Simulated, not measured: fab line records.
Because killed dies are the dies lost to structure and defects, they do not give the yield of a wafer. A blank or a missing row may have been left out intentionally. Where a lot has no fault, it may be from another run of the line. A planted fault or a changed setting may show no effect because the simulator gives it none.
fab line records / flow sky130
record lots=6 wafers=15 lastDay=50
route steps=708 shown VIA1@460 PAD_OPEN@708
lots with no fault: from the same line, run without faults
startH: hours from the record's first day to the start of the lot's first wafer shown / waitH: hours elapsed since this lot's preceding step / " same as the row above / L1.1+2: a row that stands for several wafers / - no value, or no start was given / * or withheld: withheld / < > ~ a bound
route shown NAME@n: NAME is a module with steps in the file, n the number in the route of the first one / usual: mean and standard deviation over wafers with no fault / same: alike in all rows / chamber/n: place in a boat / sites: each site's reading / _std_site: how widely they spread, as a standard deviation / _edge_site: the outer-site mean with the inner-site mean subtracted / radiusMm: how far each site lies from the wafer's centre / mask NAME#n: copy n / behind: the tool/chamber that last shaped the wafer / hold: cause of the lot's hold/its duration in hours/its outcome / device: the transistor (n, p or np) that didn't switch / end of line: the same wafers' tests at the end of the route / for a step that has no rows: nothing shown but its recipe / killed: dies that structure and defects cost at the first sort, which is not the same as the wafer's yield / map: the dies of a wafer, with x for killed, . for not killed, _ for no die there
set.NAME: the setting as run; set.NAME@STEP: as run at that earlier step / model.NAME: the simulator's own value behind a step, which no gauge read
a table for each step, a row for each wafer; lots at some steps of the route
services: when a tool's chamber went out of use (startH, in hours from the record's first day, below 0 if earlier), for how many hours, and the reason
## steps
# step SKY_VIA1_CMP_02
# recipe material=SiO2 downForcePsi=4 platenRpm=60 padVelocityMS=0.94248
# usual edgeZonePressureFrac=1.000/0.0043 motorCurrentA=11.6/1.2
lot.wafer=L134.1 tool=cmp-01 chamber=0 startH=808.40 waitH=0.1 edgeZonePressureFrac=1.005 motorCurrentA=9.2
lot.wafer=L134.3 tool=cmp-01 chamber=1 startH=808.40 waitH=0.1 edgeZonePressureFrac=1.004 motorCurrentA=12.2
lot.wafer=L134.6 tool=cmp-01 chamber=2 startH=808.40 waitH=0.1 edgeZonePressureFrac=1.008 motorCurrentA=12.4
lot.wafer=L135.3 tool=cmp-01 chamber=0 startH=809.29 waitH=0.0 edgeZonePressureFrac=0.990 motorCurrentA=9.7
lot.wafer=L135.4 tool=cmp-01 chamber=3 startH=809.29 waitH=0.0 edgeZonePressureFrac=0.996 motorCurrentA=12.5
lot.wafer=L135.5 tool=cmp-01 chamber=0 startH=809.29 waitH=0.0 edgeZonePressureFrac=0.995 motorCurrentA=9.5
lot.wafer=L138.4 tool=cmp-02 chamber=1 startH=832.19 waitH=0.0 edgeZonePressureFrac=1.003 motorCurrentA=10.6
lot.wafer=L138.2 tool=cmp-02 chamber=0 startH=832.19 waitH=0.0 edgeZonePressureFrac=0.998 motorCurrentA=10.3
lot.wafer=L139.5 tool=cmp-02 chamber=3 startH=841.67 waitH=0.2 edgeZonePressureFrac=1.002 motorCurrentA=10.6
lot.wafer=L140.3 tool=cmp-02 chamber=1 startH=850.50 waitH=0.2 edgeZonePressureFrac=1.000 motorCurrentA=11.0
lot.wafer=L140.6 tool=cmp-02 chamber=2 startH=850.50 waitH=0.2 edgeZonePressureFrac=1.008 motorCurrentA=12.8
lot.wafer=L140.5 tool=cmp-02 chamber=3 startH=850.50 waitH=0.2 edgeZonePressureFrac=0.994 motorCurrentA=11.0
lot.wafer=L153.2 tool=cmp-01 chamber=3 startH=938.60 waitH=0.1 edgeZonePressureFrac=0.995 motorCurrentA=13.5
lot.wafer=L153.1 tool=cmp-01 chamber=0 startH=938.60 waitH=0.1 edgeZonePressureFrac=1.005 motorCurrentA=9.5
lot.wafer=L153.4 tool=cmp-01 chamber=1 startH=938.60 waitH=0.1 edgeZonePressureFrac=1.004 motorCurrentA=13.2
# step SKY_VIA1_BOW_MEAS_03
# recipe mode=bow
# usual VIA1_BOW=78/6.9
lot.wafer=L134.1 tool=filmMetro-03 chamber=- startH=808.60 waitH=0.1 VIA1_BOW[um]=74
lot.wafer=L134.3 tool=filmMetro-03 chamber=- startH=808.60 waitH=0.1 VIA1_BOW[um]=69
lot.wafer=L134.6 tool=filmMetro-03 chamber=- startH=808.60 waitH=0.1 VIA1_BOW[um]=87
lot.wafer=L135.3 tool=filmMetro-01 chamber=- startH=809.63 waitH=0.3 VIA1_BOW[um]=76
lot.wafer=L135.4 tool=filmMetro-01 chamber=- startH=809.63 waitH=0.3 VIA1_BOW[um]=79
lot.wafer=L135.5 tool=filmMetro-01 chamber=- startH=809.63 waitH=0.3 VIA1_BOW[um]=80
lot.wafer=L138.2 tool=filmMetro-01 chamber=- startH=832.51 waitH=0.1 VIA1_BOW[um]=84
lot.wafer=L138.4 tool=filmMetro-01 chamber=- startH=832.51 waitH=0.1 VIA1_BOW[um]=82
lot.wafer=L139.5 tool=filmMetro-03 chamber=- startH=841.85 waitH=0.1 VIA1_BOW[um]=75
lot.wafer=L140.3 tool=filmMetro-02 chamber=- startH=850.69 waitH=0.1 VIA1_BOW[um]=80
lot.wafer=L140.5 tool=filmMetro-02 chamber=- startH=850.69 waitH=0.1 VIA1_BOW[um]=76
lot.wafer=L140.6 tool=filmMetro-02 chamber=- startH=850.69 waitH=0.1 VIA1_BOW[um]=81
lot.wafer=L153.1 tool=filmMetro-01 chamber=- startH=938.85 waitH=0.1 VIA1_BOW[um]=86
lot.wafer=L153.2 tool=filmMetro-01 chamber=- startH=938.85 waitH=0.1 VIA1_BOW[um]=88
lot.wafer=L153.4 tool=filmMetro-01 chamber=- startH=938.85 waitH=0.1 VIA1_BOW[um]=73
# step SKY_VIA1_DEHYDRATE_04
# recipe tempC=200 timeS=60
# step SKY_VIA1_HMDS_05
# recipe primeTimeS=60 primeTempC=120
# step SKY_VIA1_COAT_06
# recipe resist=BARC tempC=withheld timeS=withheld spinRpm=3000 resistThkNm=60
# step SKY_VIA1_COAT_07
# recipe resist=KrF-thick spinRpm=3000 resistThkNm=450
# step SKY_VIA1_SOFTBAKE_08
# recipe tempC=100 timeS=90 resist=KrF-thick
# step SKY_VIA1_EXPOSE_09
# recipe maskId=VIM na=0.8 sourceShape=annular sigmaInner=0.55 sigmaOuter=0.85 targetCdNm=150 doseMj=38
# step SKY_VIA1_PEB_10
# recipe pebTempC=withheld pebTimeS=withheld resist=KrF-thick
# step SKY_VIA1_DEVELOP_11
# recipe developTimeS=60 resist=KrF-thick devTempC=21
# step SKY_VIA1_CD_MEAS_12
# recipe targetCdNm=150
# usual cdNm=149.9/1.6
lot.wafer=L134.1 tool=cdSem-01 chamber=- startH=835.04 waitH=- cdNm=148.8
lot.wafer=L134.3 tool=cdSem-01 chamber=- startH=835.04 waitH=- cdNm=151.7
lot.wafer=L134.6 tool=cdSem-01 chamber=- startH=835.04 waitH=- cdNm=151.1
lot.wafer=L135.3 tool=cdSem-01 chamber=- startH=835.43 waitH=- cdNm=150.1
lot.wafer=L135.4 tool=cdSem-01 chamber=- startH=835.43 waitH=- cdNm=148.5
lot.wafer=L135.5 tool=cdSem-01 chamber=- startH=835.43 waitH=- cdNm=149.6
lot.wafer=L138.2 tool=cdSem-02 chamber=- startH=858.36 waitH=- cdNm=151.9
lot.wafer=L138.4 tool=cdSem-02 chamber=- startH=858.36 waitH=- cdNm=152.2
lot.wafer=L139.5 tool=cdSem-02 chamber=- startH=867.72 waitH=- cdNm=146.5
lot.wafer=L140.3 tool=cdSem-02 chamber=- startH=877.35 waitH=- cdNm=146.6
lot.wafer=L140.5 tool=cdSem-02 chamber=- startH=877.35 waitH=- cdNm=148.6
lot.wafer=L140.6 tool=cdSem-02 chamber=- startH=877.35 waitH=- cdNm=147.1
lot.wafer=L153.1 tool=cdSem-01 chamber=- startH=963.71 waitH=- cdNm=151.1
lot.wafer=L153.2 tool=cdSem-01 chamber=- startH=963.71 waitH=- cdNm=150.2
lot.wafer=L153.4 tool=cdSem-01 chamber=- startH=963.71 waitH=- cdNm=150.5
# step SKY_VIA1_OVL_MEAS_13
# usual VIA1_OVL=2/6
lot.wafer=L134.1 tool=overlay-01 chamber=- startH=835.16 waitH=0.1 VIA1_OVL[nm]=-8
lot.wafer=L134.3 tool=overlay-01 chamber=- startH=835.16 waitH=0.1 VIA1_OVL[nm]=-6
lot.wafer=L134.6 tool=overlay-01 chamber=- startH=835.16 waitH=0.1 VIA1_OVL[nm]=-12
lot.wafer=L135.3 tool=overlay-01 chamber=- startH=835.52 waitH=0.1 VIA1_OVL[nm]=8
lot.wafer=L135.4 tool=overlay-01 chamber=- startH=835.52 waitH=0.1 VIA1_OVL[nm]=7
lot.wafer=L135.5 tool=overlay-01 chamber=- startH=835.52 waitH=0.1 VIA1_OVL[nm]=4
lot.wafer=L138.2 tool=overlay-02 chamber=- startH=858.47 waitH=0.1 VIA1_OVL[nm]=-7
lot.wafer=L138.4 tool=overlay-02 chamber=- startH=858.47 waitH=0.1 VIA1_OVL[nm]=-3
lot.wafer=L139.5 tool=overlay-02 chamber=- startH=867.79 waitH=0.0 VIA1_OVL[nm]=8
lot.wafer=L140.3 tool=overlay-02 chamber=- startH=877.44 waitH=0.1 VIA1_OVL[nm]=2
lot.wafer=L140.5 tool=overlay-02 chamber=- startH=877.44 waitH=0.1 VIA1_OVL[nm]=7
lot.wafer=L140.6 tool=overlay-02 chamber=- startH=877.44 waitH=0.1 VIA1_OVL[nm]=0
lot.wafer=L153.1 tool=overlay-02 chamber=- startH=963.83 waitH=0.1 VIA1_OVL[nm]=-4
lot.wafer=L153.2 tool=overlay-02 chamber=- startH=963.83 waitH=0.1 VIA1_OVL[nm]=-3
lot.wafer=L153.4 tool=overlay-02 chamber=- startH=963.83 waitH=0.1 VIA1_OVL[nm]=1
# step SKY_VIA1_ETCH_14
# recipe chemistry=N2/H2 target=BARC ionEnergyEv=200 sourceW=500 biasW=100 pressureMtorr=30 n2FlowSccm=100 h2FlowSccm=200 stopOn=SiO2 timeS=45.9 targetDepthA=600
# usual drypumpMotorCurrentA=5.7/0.35 oesProductAu=0.856/0.0046 throttleValvePct=13.226/0.0092
lot.wafer=L134.1 tool=rieDiel-04 chamber=0 startH=835.20 waitH=0.0 drypumpMotorCurrentA=5.8 oesProductAu=0.854 rfHoursCounterH=12 throttleValvePct=13.230 model.KrF-thick_of_VIA1_COAT_07.thkNm=396.5
lot.wafer=L134.3 tool=rieDiel-04 chamber=1 startH=835.20 waitH=0.0 drypumpMotorCurrentA=5.2 oesProductAu=0.859 rfHoursCounterH=8 throttleValvePct=13.219 model.KrF-thick_of_VIA1_COAT_07.thkNm=394
lot.wafer=L134.6 tool=rieDiel-04 chamber=2 startH=835.20 waitH=0.0 drypumpMotorCurrentA=6.2 oesProductAu=0.849 rfHoursCounterH=- throttleValvePct=13.233 model.KrF-thick_of_VIA1_COAT_07.thkNm=394.1
lot.wafer=L135.3 tool=rieDiel-02 chamber=1 startH=835.55 waitH=0.0 drypumpMotorCurrentA=5.7 oesProductAu=0.850 rfHoursCounterH=10 throttleValvePct=13.233 model.KrF-thick_of_VIA1_COAT_07.thkNm=391.5
lot.wafer=L135.4 tool=rieDiel-02 chamber=1 startH=835.55 waitH=0.0 drypumpMotorCurrentA=5.6 oesProductAu=0.850 rfHoursCounterH=- throttleValvePct=13.231 model.KrF-thick_of_VIA1_COAT_07.thkNm=392.4
lot.wafer=L135.5 tool=rieDiel-02 chamber=2 startH=835.55 waitH=0.0 drypumpMotorCurrentA=5.6 oesProductAu=0.855 rfHoursCounterH=- throttleValvePct=13.223 model.KrF-thick_of_VIA1_COAT_07.thkNm=391.9
lot.wafer=L138.2 tool=rieDiel-02 chamber=1 startH=858.50 waitH=0.0 drypumpMotorCurrentA=5.7 oesProductAu=0.859 rfHoursCounterH=11 throttleValvePct=13.232 model.KrF-thick_of_VIA1_COAT_07.thkNm=395.5
lot.wafer=L138.4 tool=rieDiel-02 chamber=0 startH=858.50 waitH=0.0 drypumpMotorCurrentA=5.1 oesProductAu=0.852 rfHoursCounterH=16 throttleValvePct=13.224 model.KrF-thick_of_VIA1_COAT_07.thkNm=394.9
lot.wafer=L139.5 tool=rieDiel-02 chamber=2 startH=867.82 waitH=0.0 drypumpMotorCurrentA=5.6 oesProductAu=0.847 rfHoursCounterH=- throttleValvePct=13.253 model.KrF-thick_of_VIA1_COAT_07.thkNm=394.7
lot.wafer=L140.3 tool=rieDiel-03 chamber=1 startH=877.47 waitH=0.0 drypumpMotorCurrentA=5.7 oesProductAu=0.861 rfHoursCounterH=8 throttleValvePct=13.220 model.KrF-thick_of_VIA1_COAT_07.thkNm=394.1
lot.wafer=L140.5 tool=rieDiel-03 chamber=0 startH=877.47 waitH=0.0 drypumpMotorCurrentA=5.3 oesProductAu=0.853 rfHoursCounterH=- throttleValvePct=13.236 model.KrF-thick_of_VIA1_COAT_07.thkNm=392.8
lot.wafer=L140.6 tool=rieDiel-03 chamber=3 startH=877.47 waitH=0.0 drypumpMotorCurrentA=6.2 oesProductAu=0.853 rfHoursCounterH=- throttleValvePct=13.218 model.KrF-thick_of_VIA1_COAT_07.thkNm=394.2
lot.wafer=L153.1 tool=rieDiel-03 chamber=0 startH=963.87 waitH=0.0 drypumpMotorCurrentA=5.3 oesProductAu=0.857 rfHoursCounterH=19 throttleValvePct=13.225 model.KrF-thick_of_VIA1_COAT_07.thkNm=391.9
lot.wafer=L153.2 tool=rieDiel-03 chamber=2 startH=963.87 waitH=0.0 drypumpMotorCurrentA=6.2 oesProductAu=0.860 rfHoursCounterH=10 throttleValvePct=13.221 model.KrF-thick_of_VIA1_COAT_07.thkNm=391.1
lot.wafer=L153.4 tool=rieDiel-03 chamber=3 startH=963.87 waitH=0.0 drypumpMotorCurrentA=6.2 oesProductAu=0.858 rfHoursCounterH=12 throttleValvePct=13.217 model.KrF-thick_of_VIA1_COAT_07.thkNm=392.4
# step SKY_VIA1_ETCH_15
# recipe target=SiO2 chemistry=C4F8/O2/Ar targetDepthNm=351 stopOn=TiN maskMaterial=KrF-thick sourceW=1500 biasW=1200 pressureMtorr=40 c4f8FlowSccm=withheld O2_flow_sccm=6 Ar_flow_sccm=300 timeS=54
# usual oesProductAu=0.979/0.0061
lot.wafer=L134.1 tool=rieDiel-04 chamber=0 startH=835.24 waitH=0.0 oesProductAu=0.981 rfHoursCounterH=12
lot.wafer=L134.3 tool=rieDiel-04 chamber=1 startH=835.24 waitH=0.0 oesProductAu=0.975 rfHoursCounterH=8
lot.wafer=L134.6 tool=rieDiel-04 chamber=2 startH=835.24 waitH=0.0 oesProductAu=0.978 rfHoursCounterH=-
lot.wafer=L135.3 tool=rieDiel-02 chamber=1 startH=835.59 waitH=0.0 oesProductAu=0.968 rfHoursCounterH=10
lot.wafer=L135.4 tool=rieDiel-02 chamber=1 startH=835.59 waitH=0.0 oesProductAu=0.978 rfHoursCounterH=-
lot.wafer=L135.5 tool=rieDiel-02 chamber=2 startH=835.59 waitH=0.0 oesProductAu=0.969 rfHoursCounterH=-
lot.wafer=L138.2 tool=rieDiel-02 chamber=1 startH=858.54 waitH=0.0 oesProductAu=0.989 rfHoursCounterH=11
lot.wafer=L138.4 tool=rieDiel-02 chamber=0 startH=858.54 waitH=0.0 oesProductAu=0.982 rfHoursCounterH=16
lot.wafer=L139.5 tool=rieDiel-02 chamber=2 startH=867.86 waitH=0.0 oesProductAu=0.987 rfHoursCounterH=-
lot.wafer=L140.3 tool=rieDiel-03 chamber=1 startH=877.51 waitH=0.0 oesProductAu=0.989 rfHoursCounterH=8
lot.wafer=L140.5 tool=rieDiel-03 chamber=0 startH=877.51 waitH=0.0 oesProductAu=0.988 rfHoursCounterH=-
lot.wafer=L140.6 tool=rieDiel-03 chamber=3 startH=877.51 waitH=0.0 oesProductAu=0.984 rfHoursCounterH=-
lot.wafer=L153.1 tool=rieDiel-03 chamber=0 startH=963.91 waitH=0.0 oesProductAu=0.970 rfHoursCounterH=19
lot.wafer=L153.2 tool=rieDiel-03 chamber=2 startH=963.91 waitH=0.0 oesProductAu=0.977 rfHoursCounterH=10
lot.wafer=L153.4 tool=rieDiel-03 chamber=3 startH=963.91 waitH=0.0 oesProductAu=0.973 rfHoursCounterH=12
# step SKY_PAD_OPEN_PROBE_99
# usual defectLimitedYield=82.5/2.1 killed_at_M0_to_M3=44/7.3 killed_at_M4_up=3.4/1.8 killedAtContacts=24/5.8 killedAtFrontEnd=15/4.9 killedAtOther=0.4/0.63 killedDies=86/11 killedOpen=47/8 killedShort=39/6.5 sort_bin_3_pad_short=0.9/0.38 sort_bin_5_function=10.4/1.6 sort_bin_6_memory=6.2/1.2 sortNPass=406/11 sortYieldPct=82.5/2.1
# same grossDies=492 killedAtBackSide=0 sort_bin_4_leakage[%]=0 sort_bin_8_speed[%]=0
lot.wafer=L134.1 tool=prober-01 chamber=- startH=1108.95 waitH=0.1 defectLimitedYield[%]=80.1 killed_at_M0_to_M3=59 killed_at_M4_up=2 killedAtContacts=24 killedAtFrontEnd=12 killedAtOther=1 killedDies=98 killedOpen=52 killedShort=46 sort_bin_3_pad_short[%]=1.2 sort_bin_5_function[%]=10.4 sort_bin_6_memory[%]=8.3 sortNPass=394 sortYieldPct[%]=80.1
lot.wafer=L134.3 tool=prober-01 chamber=- startH=1109.05 waitH=0.2 defectLimitedYield[%]=82.1 killed_at_M0_to_M3=47 killed_at_M4_up=3 killedAtContacts=29 killedAtFrontEnd=9 killedAtOther=0 killedDies=88 killedOpen=43 killedShort=45 sort_bin_3_pad_short[%]=1.0 sort_bin_5_function[%]=8.5 sort_bin_6_memory[%]=8.3 sortNPass=404 sortYieldPct[%]=82.1
lot.wafer=L134.6 tool=prober-01 chamber=- startH=1109.20 waitH=0.2 defectLimitedYield[%]=79.7 killed_at_M0_to_M3=53 killed_at_M4_up=6 killedAtContacts=29 killedAtFrontEnd=12 killedAtOther=0 killedDies=100 killedOpen=58 killedShort=42 sort_bin_3_pad_short[%]=1.0 sort_bin_5_function[%]=11.8 sort_bin_6_memory[%]=7.5 sortNPass=392 sortYieldPct[%]=79.7
lot.wafer=L140.3 tool=prober-01 chamber=- startH=1142.19 waitH=0.2 defectLimitedYield[%]=79.9 killed_at_M0_to_M3=35 killed_at_M4_up=8 killedAtContacts=30 killedAtFrontEnd=26 killedAtOther=0 killedDies=99 killedOpen=52 killedShort=46 sort_bin_3_pad_short[%]=1.8 sort_bin_5_function[%]=10.6 sort_bin_6_memory[%]=7.7 sortNPass=393 sortYieldPct[%]=79.9
lot.wafer=L140.5 tool=prober-01 chamber=- startH=1142.29 waitH=0.2 defectLimitedYield[%]=86.4 killed_at_M0_to_M3=30 killed_at_M4_up=3 killedAtContacts=19 killedAtFrontEnd=15 killedAtOther=0 killedDies=67 killedOpen=39 killedShort=28 sort_bin_3_pad_short[%]=0.6 sort_bin_5_function[%]=8.5 sort_bin_6_memory[%]=4.5 sortNPass=425 sortYieldPct[%]=86.4
lot.wafer=L140.6 tool=prober-01 chamber=- startH=1142.34 waitH=0.2 defectLimitedYield[%]=86.0 killed_at_M0_to_M3=35 killed_at_M4_up=3 killedAtContacts=15 killedAtFrontEnd=16 killedAtOther=0 killedDies=69 killedOpen=32 killedShort=37 sort_bin_3_pad_short[%]=1.0 sort_bin_5_function[%]=8.3 sort_bin_6_memory[%]=4.7 sortNPass=423 sortYieldPct[%]=86.0
# killed by level:class
L134.1 VIA1:geometricParticle:open=13 CONTACT:geometricParticle:open=11 METAL1:geometricParticle:short=9 VIA1:geometricParticle:short=9 VIA3:geometricParticle:open=8 METAL2:geometricParticle:short=7 LI_CONTACT:geometricParticle:open=5 LOCAL_INTERCONNECT:geometricParticle:short=5
L134.3 VIA1:geometricParticle:open=10 CONTACT:geometricParticle:open=10 LOCAL_INTERCONNECT:geometricParticle:short=9 VIA3:geometricParticle:open=7 VIA1:geometricParticle:short=6 VIA2:geometricParticle:open=6 LI_CONTACT:geometricParticle:short=5 METAL1:geometricParticle:short=5
L134.6 VIA1:geometricParticle:open=12 CONTACT:geometricParticle:open=9 VIA2:geometricParticle:open=9 VIA3:geometricParticle:open=8 METAL2:geometricParticle:short=7 LI_CONTACT:geometricParticle:open=7 CONTACT:geometricParticle:short=6 LI_CONTACT:geometricParticle:short=4
L140.3 CONTACT:geometricParticle:open=14 METAL2:geometricParticle:short=11 POLY_GATE:geometricParticle:open=8 VIA1:geometricParticle:open=8 FIELD_ISO:geometricParticle:short=6 POLY_GATE:geometricParticle:short=6 LI_CONTACT:geometricParticle:open=6 CONTACT:geometricParticle:short=6
L140.5 VIA3:geometricParticle:open=7 CONTACT:geometricParticle:open=6 FIELD_ISO:geometricParticle:open=5 POLY_GATE:geometricParticle:short=4 LI_CONTACT:geometricParticle:open=4 CONTACT:geometricParticle:short=4 VIA1:geometricParticle:open=4 METAL3:geometricParticle:short=4
L140.6 VIA1:geometricParticle:open=12 POLY_GATE:geometricParticle:short=7 VIA1:geometricParticle:short=5 CONTACT:geometricParticle:open=4 METAL1:geometricParticle:short=4 VIA2:geometricParticle:open=4 LOCAL_INTERCONNECT:geometricParticle:short=3 LI_CONTACT:geometricParticle:open=3
## services
tool=cmp-01 chamber=- startH=793.64 hours=3.1 kind=repair
tool=rieDiel-02 chamber=2 startH=809.33 hours=13.5 kind=repair
tool=cmp-01 chamber=- startH=813.94 hours=20.4 kind=pm
tool=rieDiel-02 chamber=3 startH=822.80 hours=- kind=clean
tool=rieDiel-02 chamber=3 startH=822.80 hours=18.4 kind=scheduledDown
tool=rieDiel-02 chamber=3 startH=822.80 hours=18.4 kind=ventCycle
tool=rieDiel-02 chamber=0 startH=838.16 hours=15.1 kind=repair
tool=rieDiel-03 chamber=2 startH=844.20 hours=5.2 kind=repair
tool=cmp-02 chamber=- startH=846.09 hours=0.5 kind=repair
tool=rieDiel-03 chamber=1 startH=846.24 hours=2.2 kind=repair
tool=rieDiel-03 chamber=- startH=849.36 hours=14.6 kind=pm
tool=cmp-01 chamber=- startH=852.52 hours=1.3 kind=repair
tool=cmp-01 chamber=- startH=861.66 hours=0.2 kind=repair
tool=cmp-02 chamber=- startH=871.81 hours=4.7 kind=pm
tool=cmp-01 chamber=- startH=873.86 hours=0.3 kind=repair
tool=cmp-02 chamber=- startH=880.40 hours=4.4 kind=repair
tool=cmp-01 chamber=- startH=913.57 hours=4.0 kind=pm
tool=cmp-01 chamber=- startH=917.57 hours=- kind=consumableReplace:conditioner
tool=cmp-01 chamber=- startH=917.57 hours=- kind=consumableReplace:pad
tool=cmp-02 chamber=- startH=923.44 hours=11.8 kind=repair
tool=rieDiel-03 chamber=- startH=944.98 hours=15.6 kind=pm
## key
firstSign none at tools or gauges
modelEffect step=SKY_VIA1_ETCH_14 value=KrF-thick_of_VIA1_COAT_07.thkNm without=392.7 struck=395
metAt SKY_VIA1_ETCH_14
struckWafers L138.2,L138.4,L139.5
rowsEnd L138.2,L138.4,L139.5
onsetBetween 835.55 858.50
earlierFault kind=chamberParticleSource tool=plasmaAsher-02 chamber=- onsetH=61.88 steps=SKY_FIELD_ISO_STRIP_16 ratePerVisitCm2=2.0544 endH=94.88
fault kind=processParameterDrift tool=rieDiel-02 chamber=- onsetH=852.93 steps=SKY_VIA1_ETCH_14 channel=ionEnergyEv offset=-32 shape=step actsIn=theseRecipesOnly stated=200
# rowsEnd: these wafers met a further fault down the route, and their rows from its step on are left out
